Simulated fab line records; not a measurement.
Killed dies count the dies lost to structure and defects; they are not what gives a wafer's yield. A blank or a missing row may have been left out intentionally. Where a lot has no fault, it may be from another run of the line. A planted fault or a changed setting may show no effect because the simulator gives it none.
Check for tools in common :: flow gf180mcu :: 14 lots and 42 wafers in the sample

WHY THIS WAS OPENED
Flagged at GF_PSD_CD_MEAS_07: reading cd_nm, on 2 of 14 lots. No-fault wafers: 399.7 nm, standard deviation 2.
Rule: flag the lot when none of its wafers has a number, or when each of its wafers that has one lies beyond 4 standard deviations from that mean. As for the other lots, they are considered sound.

lot: L818
measured: day 14 13:05
on: cd_sem-01
cd_nm (nm), wafer by wafer: 400.9 401.3 400.0
flag: 

lot: L820
measured: day 14 20:11
on: cd_sem-01
cd_nm (nm), wafer by wafer: 398.3 399.9 400.4
flag: 

lot: L821
measured: day 15 09:59
on: cd_sem-02
cd_nm (nm), wafer by wafer: 398.0 399.0 397.5
flag: 

lot: L822
measured: day 15 16:25
on: cd_sem-01
cd_nm (nm), wafer by wafer: 399.8 398.8 397.7
flag: 

lot: L826
measured: day 16 21:17
on: cd_sem-01
cd_nm (nm), wafer by wafer: 408.1 410.6 409.6
flag: FLAGGED

lot: L827
measured: day 17 06:37
on: cd_sem-01
cd_nm (nm), wafer by wafer: 411.7 411.0 410.8
flag: FLAGGED

lot: L828
measured: day 17 14:40
on: cd_sem-02
cd_nm (nm), wafer by wafer: 400.8 401.3 400.4
flag: 

lot: L829
measured: day 17 22:28
on: cd_sem-02
cd_nm (nm), wafer by wafer: 400.4 400.6 401.5
flag: 

lot: L834
measured: day 19 21:59
on: cd_sem-02
cd_nm (nm), wafer by wafer: 403.6 405.1 403.4
flag: 

lot: L836
measured: day 20 12:35
on: cd_sem-02
cd_nm (nm), wafer by wafer: 399.4 398.2 397.5
flag: 

lot: L838
measured: day 21 03:41
on: cd_sem-02
cd_nm (nm), wafer by wafer: 402.3 401.7 401.1
flag: 

lot: L839
measured: day 21 15:13
on: cd_sem-02
cd_nm (nm), wafer by wafer: 400.9 399.8 402.6
flag: 

lot: L840
measured: day 21 22:49
on: cd_sem-01
cd_nm (nm), wafer by wafer: 398.6 397.2 401.1
flag: 

lot: L841
measured: day 22 05:14
on: cd_sem-01
cd_nm (nm), wafer by wafer: 397.3 394.8 394.9
flag: 
The mean of the flagged lots' numbers is 410.3 nm, +10.6 nm from the usual (+5 standard deviations).

LOT BY LOT: THE TOOL USED
The record holds 1 process step before the reading, out of a route of 602 steps. Every cell lists first the tool, next ch and the chambers used by the sampled wafers, and last the start.
lot: L818
flag: 
GF_PSD_DEVELOP_06: litho_track-03 ch 0, day 14 12:57

lot: L820
flag: 
GF_PSD_DEVELOP_06: litho_track-02 ch 0, day 14 20:02

lot: L821
flag: 
GF_PSD_DEVELOP_06: litho_track-01 ch 0, day 15 09:50

lot: L822
flag: 
GF_PSD_DEVELOP_06: litho_track-03 ch 0, day 15 16:16

lot: L826
flag: FLAGGED
GF_PSD_DEVELOP_06: litho_track-03 ch 0, day 16 21:09

lot: L827
flag: FLAGGED
GF_PSD_DEVELOP_06: litho_track-03 ch 0, day 17 06:28

lot: L828
flag: 
GF_PSD_DEVELOP_06: litho_track-02 ch 0, day 17 14:31

lot: L829
flag: 
GF_PSD_DEVELOP_06: litho_track-02 ch 0, day 17 22:20

lot: L834
flag: 
GF_PSD_DEVELOP_06: litho_track-01 ch 0, day 19 21:50

lot: L836
flag: 
GF_PSD_DEVELOP_06: litho_track-02 ch 0, day 20 12:23

lot: L838
flag: 
GF_PSD_DEVELOP_06: litho_track-03 ch 0, day 21 03:32

lot: L839
flag: 
GF_PSD_DEVELOP_06: litho_track-03 ch 0, day 21 15:04

lot: L840
flag: 
GF_PSD_DEVELOP_06: litho_track-03 ch 0, day 21 22:40

lot: L841
flag: 
GF_PSD_DEVELOP_06: litho_track-03 ch 0, day 22 05:05
What the steps here do:
- GF_PSD_DEVELOP_06: develop time 60 s.
- GF_PSD_CD_MEAS_07: target cd 400 nm.

FLAGGED OVER TOTAL, TOOL BY TOOL (the gauges that took the reading come last)
step: GF_PSD_DEVELOP_06
tool: litho_track-01
lots run: 2
flagged: 0
share of the flagged lots: none
sound lots run after its first flagged lot: -

step: GF_PSD_DEVELOP_06
tool: litho_track-02
lots run: 4
flagged: 0
share of the flagged lots: none
sound lots run after its first flagged lot: -

step: GF_PSD_DEVELOP_06
tool: litho_track-03
lots run: 8
flagged: 2
share of the flagged lots: all
sound lots run after its first flagged lot: 4 (L838,L839,L840,L841)

step: GF_PSD_CD_MEAS_07
tool: cd_sem-01
lots run: 7
flagged: 2
share of the flagged lots: all
sound lots run after its first flagged lot: 2 (L840,L841)

step: GF_PSD_CD_MEAS_07
tool: cd_sem-02
lots run: 7
flagged: 0
share of the flagged lots: none
sound lots run after its first flagged lot: -

THE TABLE: WHAT IT ALLOWS
In 2 table rows, all flagged lots were run: litho_track-03 (GF_PSD_DEVELOP_06), cd_sem-01 (GF_PSD_CD_MEAS_07).
- litho_track-03 at GF_PSD_DEVELOP_06: 2 of its 8 lots flagged. After the first flagged lot (L838, L839, L840, L841), sound lots still ran on it; a lasting fault on the whole tool would not permit that.
- cd_sem-01 at GF_PSD_CD_MEAS_07: 2 of its 7 lots flagged. After the first flagged lot (L840, L841), sound lots still ran on it; a lasting fault on the whole tool would not permit that.
Every row of the table either missed a flagged lot or ran a sound lot after the first.

WHAT THE SIMULATOR HAD PUT IN
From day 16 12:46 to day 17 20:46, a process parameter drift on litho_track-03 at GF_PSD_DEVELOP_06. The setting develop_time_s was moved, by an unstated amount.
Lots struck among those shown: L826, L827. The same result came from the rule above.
